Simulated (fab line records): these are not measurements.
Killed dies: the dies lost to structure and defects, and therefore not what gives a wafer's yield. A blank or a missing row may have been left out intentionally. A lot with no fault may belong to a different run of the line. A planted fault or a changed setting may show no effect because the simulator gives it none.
The tool behind it: which one?    flow gf180mcu    33 wafers from 11 lots sampled at 4 of the route's 602 steps

== WHAT THE GAUGES READ, wafer by wafer ==
GF_V1_THK_MEAS_03.
lot   measured      on             V1_CVD_02_THK (nm)
L311  day 17 10:10  film_metro-02  843 856 854
L315  day 18 21:01  film_metro-02  839 823 861
L317  day 19 15:53  film_metro-03  845 851 859
L316  day 19 17:51  film_metro-02  835 832 834
L319  day 20 11:53  film_metro-03  959 983 975
L321  day 21 07:40  film_metro-02  982 979 988
L325  day 22 15:22  film_metro-02  842 825 837
L329  day 23 22:29  film_metro-01  847 858 863
L330  day 24 03:44  film_metro-02  858 854 856
L332  day 24 20:36  film_metro-02  850 858 859
L333  day 25 13:02  film_metro-01  845 832 841

== WHAT TOOL EACH LOT RAN ON (gives the tool, then ch and the chambers of the sampled wafers, and finally the start) ==
lot   GF_CONTACT_ETCH_16                  GF_M1_SPUTTER_02              GF_V1_CVD_02
L311  rie_diel-04 ch 0,1,3, day 16 11:17  pvd_sputter-02, day 16 12:40  pecvd-04 ch 0,2, day 17 10:04
L315  rie_diel-04 ch 0,2,3, day 17 18:36  pvd_sputter-04, day 17 20:00  pecvd-01 ch 0,1,2, day 18 20:56
L317  rie_diel-04 ch 1,2,3, day 18 13:27  pvd_sputter-02, day 18 14:50  pecvd-01 ch 1,2, day 19 15:49
L316  rie_diel-04 ch 0,1,3, day 18 16:05  pvd_sputter-01, day 18 17:22  pecvd-03 ch 0,1,2, day 19 17:47
L319  rie_diel-04 ch 0,1,2, day 19 09:18  pvd_sputter-02, day 19 10:35  pecvd-01 ch 0,2, day 20 11:47
L321  rie_diel-04 ch 1,2,3, day 20 05:11  pvd_sputter-04, day 20 06:28  pecvd-01 ch 0,1,2, day 21 07:35
L325  rie_diel-04 ch 0,2,3, day 21 13:50  pvd_sputter-01, day 21 15:07  pecvd-03 ch 1,2, day 22 15:17
L329  rie_diel-03 ch 0,3, day 22 21:44    pvd_sputter-01, day 22 23:00  pecvd-03 ch 0,1,2, day 23 22:26
L330  rie_diel-04 ch 0,1, day 23 02:50    pvd_sputter-04, day 23 04:07  pecvd-01 ch 0,1,2, day 24 03:40
L332  rie_diel-04 ch 0,2,3, day 23 19:38  pvd_sputter-01, day 23 21:00  pecvd-01 ch 1,2, day 24 20:31
L333  rie_diel-02 ch 0,1,3, day 24 13:11  pvd_sputter-02, day 24 14:27  pecvd-03 ch 0,1,2, day 25 12:58
- GF_CONTACT_ETCH_16: etches BARC in N2/H2.
- GF_M1_SPUTTER_02: material AlCu, target thk 450 nm, time 23.9 s.
- GF_V1_CVD_02: deposits SiO2 from TEOS, target thk 850 nm, time 94.851 s.

== THE ANSWER, worked out from the rows above alone ==
Rule: the usual values come from the lots themselves. The widest of any qualifying gaps counts: lots, ordered by their means at a reading, are off when they make up no more than a third of the lots, leave a main group of 4 or more, and stand apart from it by 3 or more times the standard deviation of that group's means. The tables above print the reading to a certain number of digits; a main group whose means all agree to those digits is not used. Also off: a lot with no number at a reading for which 4 or more lots have one. The other lots that the step has rows for count as sound.
Off: L319, L321, at GF_V1_THK_MEAS_03 (V1_CVD_02_THK). Main group: mean 847 nm, sd 8.8.
If a tool, at a process step before that reading, ran all the lots that are off and no sound lot after the first of them, it fits. The gauges at GF_V1_THK_MEAS_03 are tried like those tools. Of those tried, none fits.

== WHAT HAD BEEN PUT IN BY THE SIMULATOR ==
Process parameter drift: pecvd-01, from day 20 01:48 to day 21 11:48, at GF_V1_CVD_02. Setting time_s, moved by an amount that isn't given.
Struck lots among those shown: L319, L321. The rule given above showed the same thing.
